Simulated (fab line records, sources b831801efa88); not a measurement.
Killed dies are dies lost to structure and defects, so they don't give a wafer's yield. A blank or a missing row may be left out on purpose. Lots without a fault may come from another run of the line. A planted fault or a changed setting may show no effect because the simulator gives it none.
fab line records | flow sky130
record lots=5 wafers=15 last_day=49
route steps=708 shown VIA1@473 METAL2@483 PAD_OPEN@708
lots that met no fault: from a run of the same line without faults
start_h: hours from the record's first day to the start of the lot's first wafer shown | wait_h: hours since the lot's step before | " the same as in the row above | L1.1+2: a row that stands for several wafers | - no value, or no start given | * or withheld: withheld | < > ~ a bound
route shown NAME@n: a module of which the file shows steps, and the number in the route of the first | usual: mean/standard deviation of fault-free wafers | same: alike in all rows | chamber/n: place in a boat | sites: the reading at each site | _std_site: their standard deviation | _edge_site: outer sites' mean less inner sites' | radius_mm: how far each site lies from the wafer's centre | mask NAME#n: copy n | behind: the tool/chamber that last shaped the wafer | hold: why the lot was held/for how many hours/how that ended | device: the transistor (n, p or np) that didn't switch | end of line: the same wafers' tests at the end of the route | a step without rows: its recipe alone | killed: dies lost to structure and defects at the first sort, not the wafer's yield | map: a wafer's dies, x killed, . not, _ none there
set.NAME: the setting as run; set.NAME@STEP: as run at that earlier step | model.NAME: the simulator's own value behind a step, which no gauge read
lots at some steps of the route; a table a step, a row a wafer
services: from which hour (start_h, from the record's first day; less than 0 if before it) a tool's chamber was out of use, for how many hours, and why
## steps
# step SKY_VIA1_ETCH_15
# recipe target=SiO2 chemistry=C4F8/O2/Ar target_depth_nm=351 stop_on=TiN mask_material=KrF-thick source_w=1500 bias_w=1200 pressure_mtorr=40 c4f8_flow_sccm=withheld O2_flow_sccm=6 Ar_flow_sccm=300 time_s=54
# usual oes_product_au=0.983/0.0055
# columns lot.wafer tool chamber start_h wait_h oes_product_au
L991.1 rie_diel-03 1 799.38 0.0 0.982
L991.3 " 3 " " 0.983
L991.6 " 0 " " 0.985
L992.1 rie_diel-03 3 801.59 0.0 0.982
L992.3 " 0 " " 0.986
L992.4 " 1 " " 0.984
L994.1 rie_diel-03 2 822.54 0.0 0.986
L994.4 " 3 " " 0.978
L994.5 " 3 " " 0.990
L997.3 rie_diel-03 0 852.86 0.0 0.988
L997.4 " 3 " " 0.985
L997.6 " 0 " " 0.980
L105.1 rie_diel-03 1 908.23 0.0 0.971
L105.3 " 3 " " 0.988
L105.4 " 0 " " 0.974
# step SKY_VIA1_STRIP_16
# recipe chemistry=O2/N2 power_w=1400 pressure_mtorr=1500 platen_temp_c=withheld o2_flow_sccm=3000 n2_flow_sccm=300 overash_fraction=0.5
# usual drypump_motor_current_A=5.8/0.45 oes_product_au=0.414/0.0051 strip_time_to_endpoint_s=4.441/0.025
# columns lot.wafer tool chamber start_h wait_h drypump_motor_current_A oes_product_au rf_hours_counter_h strip_time_to_endpoint_s
L991.1 plasma_asher-01 0 799.43 0.0 6.0 0.419 70 4.441
L991.3 " 0 " " 5.9 0.425 - 4.438
L991.6 " 1 " " 5.4 0.414 - 4.431
L992.1 plasma_asher-04 1 801.64 0.0 6.1 0.420 5 4.463
L992.3 " 1 " " 6.1 0.417 - 4.453
L992.4 " 0 " " 4.8 0.419 - 4.471
L994.1 plasma_asher-01 0 822.59 0.0 6.0 0.409 72 4.453
L994.4 " 0 " " 5.9 0.416 - 4.460
L994.5 " 1 " " 5.4 0.406 - 4.461
L997.3 plasma_asher-03 0 852.94 0.1 6.1 0.406 - 4.400
L997.4 " 1 " " 5.9 0.412 - 4.399
L997.6 " 1 " " 6.0 0.406 - 4.376
L105.1 plasma_asher-04 1 908.28 0.0 6.1 0.407 18 4.440
L105.3 " 1 " " 6.1 0.415 - 4.442
L105.4 " 0 " " 4.8 0.409 - 4.453
# step SKY_VIA1_STRIP_17
# recipe chemistry=post_etch_residue_remover time_s=1200 temp_c=72.5
# step SKY_VIA1_CLEAN_18
# recipe chemistry=IPA time_s=180 temp_c=25
# step SKY_VIA1_CLEAN_19
# recipe chemistry=O3/DIW dry=n2_spin
# step SKY_VIA1_SPUTTER_20
# recipe material=TiN target_thk_nm=20 chamber_pressure_pa=5 power_w=4000 time_s=80
# usual chamber_pressure_pa=5.001/0.0092 throttle_valve_pct=29.9/0.89
# columns lot.wafer tool chamber start_h wait_h chamber_pressure_pa throttle_valve_pct
L991.1 pvd_sputter-02 - 800.02 0.0 4.998 30.1
L991.3 " - " " 4.997 29.3
L991.6 " - " " 4.988 30.0
L992.1 pvd_sputter-04 - 802.23 0.0 4.995 32.2
L992.3 " - " " 4.995 29.6
L992.4 " - " " 4.993 30.1
L994.1 pvd_sputter-02 - 823.18 0.0 4.994 29.4
L994.4 " - " " 4.987 29.0
L994.5 " - " " 5.007 30.2
L997.3 pvd_sputter-04 - 853.94 0.0 5.000 29.6
L997.4 " - " " 5.020 30.0
L997.6 " - " " 5.004 31.9
L105.1 pvd_sputter-04 - 908.95 0.0 5.004 31.6
L105.3 " - " " 4.996 29.8
L105.4 " - " " 5.011 29.8
# step SKY_VIA1_CVD_21
# recipe material=W target_thk_nm=270 time_s=80.902 temp_c=400 pressure_torr=40
# step SKY_VIA1_RS_MEAS_22
# recipe thk_meas_gauge=four-point-probe reads=W_of_VIA1_CVD_21+TiN_of_VIA1_SPUTTER_20
# usual VIA1_W_RS=0.426/0.0099
# columns lot.wafer tool chamber start_h wait_h VIA1_W_RS[ohm/sq]
L991.1 film_metro-02 - 800.17 0.1 0.434
L991.3 " - " " 0.434
L991.6 " - " " 0.435
L992.1 film_metro-02 - 802.39 0.1 0.441
L992.3 " - " " 0.410
L992.4 " - " " 0.432
L994.1 film_metro-01 - 823.41 0.1 0.434
L994.4 " - " " 0.434
L994.5 " - " " 0.416
L997.3 film_metro-04 - 854.13 0.1 0.422
L997.4 " - " " 0.430
L997.6 " - " " 0.431
L105.1 film_metro-02 - 909.11 0.1 0.430
L105.3 " - " " 0.414
L105.4 " - " " 0.431
# step SKY_VIA1_THK_MEAS_23
# recipe thk_meas_gauge=xrf reads=W_of_VIA1_CVD_21
# usual VIA1_W_THK=271/7.1
# columns lot.wafer tool chamber start_h wait_h VIA1_W_THK[nm]
L991.1 film_metro-02 - 800.29 0.1 267
L991.3 " - " " 268
L991.6 " - " " 268
L992.1 film_metro-02 - 802.51 0.1 266
L992.3 " - " " 283
L992.4 " - " " 268
L994.1 film_metro-01 - 823.53 0.1 268
L994.4 " - " " 268
L994.5 " - " " 278
L997.3 film_metro-04 - 854.23 0.1 269
L997.4 " - " " 263
L997.6 " - " " 264
L105.1 film_metro-02 - 909.23 0.1 272
L105.3 " - " " 283
L105.4 " - " " 273
# step SKY_VIA1_CMP_24
# recipe stop_on=SiO2 t_overpolish_s=15 down_force_psi=3.5 platen_rpm=60 target_thk_nm=0 pad_velocity_m_s=0.94248
# usual edge_zone_pressure_frac=1.000/0.0048 head_pressure_psi=3.500/0.008 motor_current_A=11.3/1.1 overpolish_run_s=15.001/0.0098 slurry_flow_ml_min=150.0/0.43 time_to_endpoint_s=65/3.9
# columns lot.wafer tool chamber start_h wait_h edge_zone_pressure_frac head_pressure_psi motor_current_A overpolish_run_s slurry_flow_ml_min time_to_endpoint_s
L991.3 cmp-01 2 800.35 0.0 0.997 3.503 11.7 14.982 149.6 66
L991.1 " 1 " " 1.004 3.509 10.8 14.996 149.7 62
L991.6 " 2 " " 1.001 3.499 11.8 14.990 149.7 65
L992.4 cmp-02 1 802.57 0.0 0.996 3.499 12.3 14.986 149.9 65
L992.3 " 2 " " 0.997 3.497 12.6 15.004 150.3 69
L992.1 " 3 " " 1.003 3.497 10.7 15.000 150.0 63
L994.4 cmp-02 1 823.59 0.0 1.001 3.503 11.7 14.992 149.7 65
L994.1 " 2 " " 1.000 3.492 12.0 15.018 150.3 62
L994.5 " 1 " " 1.002 3.502 11.8 15.004 150.3 68
L997.4 cmp-02 3 854.32 0.1 0.988 3.513 11.0 14.998 149.8 64
L997.3 " 0 " " 1.006 3.515 10.1 14.994 149.7 60
L997.6 " 3 " " 1.001 3.499 10.8 15.006 149.6 64
L105.1 cmp-02 3 909.29 0.1 1.003 3.506 11.0 14.999 151.0 63
L105.3 " 1 " " 1.001 3.484 11.5 15.011 149.4 66
L105.4 " 2 " " 0.998 3.500 12.4 15.004 149.5 63
# step SKY_METAL2_SPUTTER_00
# recipe material=Ti target_thk_nm=15 power_w=3000 time_s=10 chamber_pressure_pa=0.4
# step SKY_METAL2_SPUTTER_01
# recipe material=TiN target_thk_nm=20 power_w=6500 time_s=16.7 chamber_pressure_pa=0.4
# step SKY_METAL2_SPUTTER_02
# recipe material=AlCu target_thk_nm=250 power_w=10600 time_s=13.3 chamber_pressure_pa=0.4
# usual chamber_pressure_pa=0.4001/0.00078 throttle_valve_pct=29.5/0.91
# columns lot.wafer tool chamber start_h wait_h chamber_pressure_pa throttle_valve_pct model.AlCu_of_METAL2_SPUTTER_02.thk_nm
L991.1 pvd_sputter-01 - 800.70 0.0 0.4009 29.5 251.9
L991.3 " - " " 0.3998 31.2 241.1
L991.6 " - " " 0.4005 29.1 245.3
L992.1 pvd_sputter-02 - 802.91 0.0 0.3997 28.6 247.6
L992.3 " - " " 0.4006 29.5 247.9
L992.4 " - " " 0.4008 30.1 251.4
L994.1 pvd_sputter-03 - 823.95 0.0 0.3991 30.8 249.7
L994.4 " - " " 0.3996 28.9 252.2
L994.5 " - " " 0.3990 29.0 254.8
L997.3 pvd_sputter-01 - 854.62 0.0 0.4005 30.9 241.6
L997.4 " - " " 0.4006 31.1 245.2
L997.6 " - " " 0.3996 29.3 249.6
L105.1 pvd_sputter-03 - 909.63 0.0 0.4002 28.0 247.5
L105.3 " - " " 0.3994 28.7 253.5
L105.4 " - " " 0.3199 34.7 259.3
# step SKY_METAL2_SPUTTER_03
# recipe material=Ti target_thk_nm=5 power_w=3000 time_s=3.3 chamber_pressure_pa=0.4
# usual chamber_pressure_pa=0.4000/0.00075 throttle_valve_pct=29.5/0.89
# columns lot.wafer tool chamber start_h wait_h chamber_pressure_pa throttle_valve_pct
L991.1 pvd_sputter-01 - 800.72 0.0 0.3999 29.4
L991.3 " - " " 0.4001 30.9
L991.6 " - " " 0.4008 29.4
L992.1 pvd_sputter-02 - 802.94 0.0 0.4013 28.6
L992.3 " - " " 0.3993 29.5
L992.4 " - " " 0.4006 30.1
L994.1 pvd_sputter-03 - 823.97 0.0 0.3997 30.8
L994.4 " - " " 0.3985 29.1
L994.5 " - " " 0.4006 29.0
L997.3 pvd_sputter-01 - 854.65 0.0 0.4002 31.1
L997.4 " - " " 0.4005 30.9
L997.6 " - " " 0.4013 29.3
L105.1 pvd_sputter-03 - 909.66 0.0 0.3987 28.3
L105.3 " - " " 0.4004 29.0
L105.4 " - " " 0.4010 30.9
# step SKY_METAL2_SPUTTER_04
# recipe material=TiN target_thk_nm=70 power_w=6500 time_s=58.3 chamber_pressure_pa=0.4
# step SKY_METAL2_RS_MEAS_05
# recipe thk_meas_gauge=four-point-probe reads=TiN_of_METAL2_SPUTTER_04+Ti_of_METAL2_SPUTTER_03+AlCu_of_METAL2_SPUTTER_02+TiN_of_METAL2_SPUTTER_01+Ti_of_METAL2_SPUTTER_00
# usual METAL2_ALCU_RS=0.1276/0.002
# columns lot.wafer tool chamber start_h wait_h METAL2_ALCU_RS[ohm/sq]
L991.1 film_metro-03 - 800.79 0.0 0.1256
L991.3 " - " " 0.1315
L991.6 " - " " 0.1293
L992.1 film_metro-02 - 803.01 0.0 0.1287
L992.3 " - " " 0.1279
L992.4 " - " " 0.1263
L994.1 film_metro-01 - 824.05 0.0 0.1272
L994.4 " - " " 0.1260
L994.5 " - " " 0.1245
L997.3 film_metro-01 - 854.75 0.1 0.1316
L997.4 " - " " 0.1298
L997.6 " - " " 0.1273
L105.1 film_metro-03 - 909.73 0.0 0.1279
L105.3 " - " " 0.1250
L105.4 " - " " 0.1202
# step SKY_METAL2_THK_MEAS_06
# recipe thk_meas_gauge=xrf reads=AlCu_of_METAL2_SPUTTER_02
# usual METAL2_ALCU_THK=247/4
# columns lot.wafer tool chamber start_h wait_h METAL2_ALCU_THK[nm]
L991.1 film_metro-03 - 800.91 0.1 248
L991.3 " - " " 237
L991.6 " - " " 241
L992.1 film_metro-02 - 803.13 0.1 246
L992.3 " - " " 247
L992.4 " - " " 251
L994.1 film_metro-01 - 824.17 0.1 246
L994.4 " - " " 249
L994.5 " - " " 251
L997.3 film_metro-01 - 854.85 0.1 239
L997.4 " - " " 242
L997.6 " - " " 247
L105.1 film_metro-03 - 909.85 0.1 245
L105.3 " - " " 250
L105.4 " - " " 256
# step SKY_PAD_OPEN_PROBE_99
# usual defect_limited_yield=82.7/2 killed_at_M0_to_M3=42/6.7 killed_at_M4_up=3.3/2.1 killed_at_contacts=24/5.1 killed_at_front_end=15/4.6 killed_at_other=0.3/0.58 killed_dies=85/9.9 killed_open=46/6.9 killed_short=38/7 sort_bin_3_pad_short=0.9/0.43 sort_bin_5_function=10.1/1.4 sort_bin_6_memory=6.4/1.2 sort_n_pass=407/9.9 sort_yield_pct=82.7/2
# same gross_dies=492 killed_at_back_side=0 sort_bin_4_leakage[%]=0 sort_bin_8_speed[%]=0
# columns lot.wafer tool chamber start_h wait_h defect_limited_yield[%] killed_at_M0_to_M3 killed_at_M4_up killed_at_contacts killed_at_front_end killed_at_other killed_dies killed_open killed_short sort_bin_3_pad_short[%] sort_bin_5_function[%] sort_bin_6_memory[%] sort_n_pass sort_yield_pct[%] model.etest.met2.rs_ohm_sq
L991.1 prober-01 - 1085.15 0.1 81.9 48 7 26 8 0 89 50 38 1.2 10.6 6.3 403 81.9 0.1278
L991.3 prober-01 - 1085.25 0.2 83.3 42 6 21 13 0 82 46 36 1.2 9.3 6.1 410 83.3 0.1328
L991.6 prober-01 - 1085.40 0.2 81.5 49 1 29 12 0 91 52 38 1.2 12.0 5.3 401 81.5 0.1299
L992.1 prober-02 - 1086.12 0.1 86.6 37 3 17 9 0 66 38 28 0.4 8.5 4.5 426 86.6 0.1308
L992.3 prober-02 - 1086.22 0.2 84.6 42 1 20 11 2 76 39 37 0.8 9.6 5.1 416 84.6 0.1302
L992.4 prober-02 - 1086.27 0.2 80.9 46 5 22 20 1 94 55 39 1.2 10.8 7.1 398 80.9 0.1289
L994.1 prober-02 - 1097.83 0.1 84.6 44 3 18 11 0 76 45 31 0 9.8 5.7 416 84.6 0.1277
L994.4 prober-02 - 1097.98 0.2 84.8 39 2 21 13 0 75 36 39 1.4 8.1 5.7 417 84.8 0.1268
L994.5 prober-02 - 1098.03 0.2 83.5 47 3 20 11 0 81 44 36 1.0 10.2 5.3 411 83.5 0.1255
L997.3 prober-01 - 1125.95 0.2 82.5 44 1 29 12 0 86 48 36 0.4 9.8 7.3 406 82.5 0.1327
L997.4 prober-01 - 1126.00 0.2 81.9 49 2 20 18 0 89 54 34 0.4 10.8 6.9 403 81.9 0.1305
L997.6 prober-01 - 1126.10 0.2 83.3 37 3 26 16 0 82 48 33 0.2 10.6 5.9 410 83.3 0.1272
L105.1 prober-01 - 1164.11 0.1 82.5 48 4 18 16 0 86 43 43 0.8 10.6 6.1 406 82.5 0.1293
L105.3 prober-01 - 1164.21 0.2 83.9 42 1 22 14 0 79 47 31 0.8 9.6 5.7 413 83.9 0.1261
L105.4 prober-01 - 1164.26 0.2 82.1 49 1 22 15 1 88 61 27 0.8 10.8 6.3 404 82.1 0.124
# killed by level:class
L991.1 VIA1:geometric_particle:open=16 CONTACT:geometric_particle:open=13 VIA1:geometric_particle:short=7 METAL2:geometric_particle:short=7 VIA2:geometric_particle:open=6 LI_CONTACT:geometric_particle:open=5 CONTACT:geometric_particle:short=4 POLY_GATE:geometric_particle:short=3
L991.3 VIA1:geometric_particle:open=12 CONTACT:geometric_particle:open=9 VIA2:geometric_particle:open=6 METAL1:geometric_particle:short=6 POLY_GATE:geometric_particle:open=5 POLY_GATE:geometric_particle:short=4 LI_CONTACT:geometric_particle:open=4 LOCAL_INTERCONNECT:geometric_particle:short=4
L991.6 VIA2:geometric_particle:open=10 CONTACT:geometric_particle:open=10 VIA1:geometric_particle:open=10 LI_CONTACT:geometric_particle:open=8 METAL2:geometric_particle:short=5 VIA2:geometric_particle:short=5 FIELD_ISO:geometric_particle:open=4 LI_CONTACT:geometric_particle:short=4
L992.1 VIA1:geometric_particle:open=9 LI_CONTACT:geometric_particle:open=5 CONTACT:geometric_particle:open=5 VIA3:geometric_particle:open=5 METAL2:geometric_particle:short=4 VIA2:geometric_particle:open=4 VIA3:geometric_particle:short=4 POLY_GATE:geometric_particle:open=3
L992.3 VIA1:geometric_particle:open=10 METAL1:geometric_particle:short=9 CONTACT:geometric_particle:open=8 VIA3:geometric_particle:open=5 VIA2:geometric_particle:open=5 LOCAL_INTERCONNECT:geometric_particle:short=4 METAL3:geometric_particle:short=4 FIELD_ISO:geometric_particle:open=3
L992.4 VIA1:geometric_particle:open=15 VIA3:geometric_particle:open=10 CONTACT:geometric_particle:open=7 POLY_GATE:geometric_particle:short=6 CONTACT:geometric_particle:short=5 VIA2:geometric_particle:open=5 FIELD_ISO:geometric_particle:short=4 LOCAL_INTERCONNECT:geometric_particle:short=4
L994.1 VIA1:geometric_particle:open=10 VIA2:geometric_particle:open=7 VIA3:geometric_particle:open=6 CONTACT:geometric_particle:open=6 METAL1:geometric_particle:short=6 LOCAL_INTERCONNECT:geometric_particle:short=5 POLY_GATE:geometric_particle:open=4 METAL2:geometric_particle:short=4
L994.4 VIA2:geometric_particle:open=8 METAL1:geometric_particle:short=7 LI_CONTACT:geometric_particle:open=6 CONTACT:geometric_particle:open=6 VIA2:geometric_particle:short=5 POLY_GATE:geometric_particle:short=4 CONTACT:geometric_particle:short=4 VIA1:geometric_particle:open=4
L994.5 VIA1:geometric_particle:open=12 VIA2:geometric_particle:open=10 CONTACT:geometric_particle:open=8 METAL3:geometric_particle:short=5 FIELD_ISO:geometric_particle:short=4 LI_CONTACT:geometric_particle:open=4 METAL1:geometric_particle:short=4 METAL2:geometric_particle:short=4
L997.3 LI_CONTACT:geometric_particle:open=12 VIA1:geometric_particle:open=9 METAL1:geometric_particle:short=8 CONTACT:geometric_particle:open=7 VIA1:geometric_particle:short=6 METAL2:geometric_particle:short=6 VIA2:geometric_particle:open=5 VIA2:geometric_particle:short=4
L997.4 VIA1:geometric_particle:open=18 CONTACT:geometric_particle:open=8 FIELD_ISO:geometric_particle:open=6 FIELD_ISO:geometric_particle:short=6 VIA3:geometric_particle:open=6 LOCAL_INTERCONNECT:geometric_particle:short=4 LI_CONTACT:geometric_particle:open=4 VIA1:geometric_particle:short=4
L997.6 VIA1:geometric_particle:open=12 LI_CONTACT:geometric_particle:open=9 FIELD_ISO:geometric_particle:open=5 POLY_GATE:geometric_particle:open=5 CONTACT:geometric_particle:open=5 VIA1:geometric_particle:short=5 METAL2:geometric_particle:short=5 LOCAL_INTERCONNECT:geometric_particle:short=4
L105.1 VIA1:geometric_particle:open=13 METAL1:geometric_particle:short=11 LI_CONTACT:geometric_particle:open=7 LOCAL_INTERCONNECT:geometric_particle:short=6 VIA3:geometric_particle:open=6 FIELD_ISO:geometric_particle:short=5 POLY_GATE:geometric_particle:short=4 METAL3:geometric_particle:short=4
L105.3 LI_CONTACT:geometric_particle:open=10 METAL2:geometric_particle:short=7 VIA3:geometric_particle:open=6 VIA1:geometric_particle:open=6 CONTACT:geometric_particle:open=6 VIA1:geometric_particle:short=6 POLY_GATE:geometric_particle:open=5 METAL1:geometric_particle:short=5
L105.4 VIA1:geometric_particle:open=25 VIA2:geometric_particle:open=8 LI_CONTACT:geometric_particle:open=6 CONTACT:geometric_particle:open=6 CONTACT:geometric_particle:short=5 VIA1:geometric_particle:short=5 VIA3:geometric_particle:open=5 POLY_GATE:geometric_particle:open=4
## services
# columns tool chamber start_h hours kind
cmp-01 - 777.44 1.5 repair
cmp-02 - 779.01 5.3 pm
cmp-01 - 785.11 4.8 pm
cmp-02 - 800.21 2.0 repair
cmp-01 - 802.56 2.7 repair
pvd_sputter-03 - 817.99 0.8 repair
plasma_asher-01 - 823.16 79.1 repair
cmp-02 - 829.25 1.9 repair
pvd_sputter-04 3 832.59 - consumable_replace:kit
pvd_sputter-04 3 832.59 18.0 scheduled_down
pvd_sputter-04 3 832.59 18.0 vent_cycle
pvd_sputter-01 - 848.94 5.2 repair
pvd_sputter-03 0 853.16 - consumable_replace:kit
pvd_sputter-03 0 853.16 18.0 scheduled_down
pvd_sputter-03 0 853.16 18.0 vent_cycle
rie_diel-03 3 864.96 10.2 repair
rie_diel-03 2 872.59 4.8 repair
pvd_sputter-03 - 878.04 2.4 repair
pvd_sputter-02 0 882.54 - consumable_replace:kit
pvd_sputter-02 0 882.54 18.0 scheduled_down
pvd_sputter-02 0 882.54 18.0 vent_cycle
pvd_sputter-04 - 886.75 3.0 repair
rie_diel-03 1 902.04 4.2 repair
plasma_asher-04 - 903.98 1.1 repair
## key
first_sign step=SKY_METAL2_SPUTTER_02 reading=chamber_pressure_pa direction=down sigmas=99+ usual=0.4001 struck=0.3199
effect step=SKY_METAL2_SPUTTER_02 reading=throttle_valve_pct direction=up sigmas=5.7 usual=29.5 struck=34.7
effect step=SKY_METAL2_RS_MEAS_05 reading=METAL2_ALCU_RS direction=down sigmas=3.7 usual=0.1276 struck=0.1202
model_effect step=SKY_METAL2_SPUTTER_02 value=AlCu_of_METAL2_SPUTTER_02.thk_nm without=248.6 struck=259.3
model_effect step=SKY_PAD_OPEN_PROBE_99 value=etest.met2.rs_ohm_sq without=0.1296 struck=0.124
met_at SKY_METAL2_SPUTTER_02
struck_wafers L105.4
onset_between 823.95 909.63
fault kind=process_parameter_drift tool=pvd_sputter-03 chamber=- onset_h=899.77 steps=SKY_METAL2_SPUTTER_02 channel=chamber_pressure_pa offset=-0.08012 shape=step end_h=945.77 acts_in=these_recipes_only stated=0.4 scope=struck_wafers_only
